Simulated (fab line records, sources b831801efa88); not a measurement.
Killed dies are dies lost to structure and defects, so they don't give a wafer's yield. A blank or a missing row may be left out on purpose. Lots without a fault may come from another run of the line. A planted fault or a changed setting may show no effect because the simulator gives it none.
Chamber matching | flow sky130 | SKY_METAL3_ETCH_17 on rie_diel-01: 4 sister chambers
The step etches SiO2 in C4F8/O2/Ar, stops on TiN, time 3.9 s, target depth 15 nm. 4 wafers are shown with their chamber, then 10 later ones without.

WAFERS WITH THEIR CHAMBER
wafer  | chamber | oes_product_au (a.u.)
L090.1 | 2       | 0.755
L090.2 | 1       | 0.743
L092.3 | 0       | 0.760
L092.4 | 3       | 0.760

WAFERS WITHOUT THEIR CHAMBER
wafer  | oes_product_au (a.u.)
L092.5 | 0.761
L094.1 | 0.753
L094.4 | 0.758
L094.6 | 0.761
L095.1 | 0.763
L095.4 | 0.759
L095.6 | 0.765
L096.3 | 0.739
L096.4 | 0.756
L096.5 | 0.744

WHICH CHAMBER EACH WENT THROUGH
wafer  | from the rows above          | in truth
L092.5 | can't be placed: 0 or 3 or 2 | 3
L094.1 | can't be placed: 2 or 0 or 3 | 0
L094.4 | can't be placed: 0 or 3 or 2 | 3
L094.6 | can't be placed: 0 or 3 or 2 | 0
L095.1 | can't be placed: 0 or 3 or 2 | 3
L095.4 | can't be placed: 0 or 3 or 2 | 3
L095.6 | can't be placed: 0 or 3 or 2 | 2
L096.3 | 1                            | 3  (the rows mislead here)
L096.4 | can't be placed: 2 or 0 or 3 | 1
L096.5 | 1                            | 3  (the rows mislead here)
Placed correctly: 0 of 10. Can't be placed from these rows: 8 (the true chamber is among the candidates in 7). Placed wrongly: 2.
How it was worked out, from the rows above alone: a wafer's distance from a chamber is the root of the sum, over the readings, of the square of ((its reading less the chamber's mean) divided by the reading's scatter). The wafer belongs to the nearest chamber; if the next one is less than 2 further off, it can't be placed. A chamber's mean is the mean of its shown wafers. The scatter: with one shown wafer a chamber, the root of the mean of the squares of how far each hidden wafer lies from its nearest shown one.
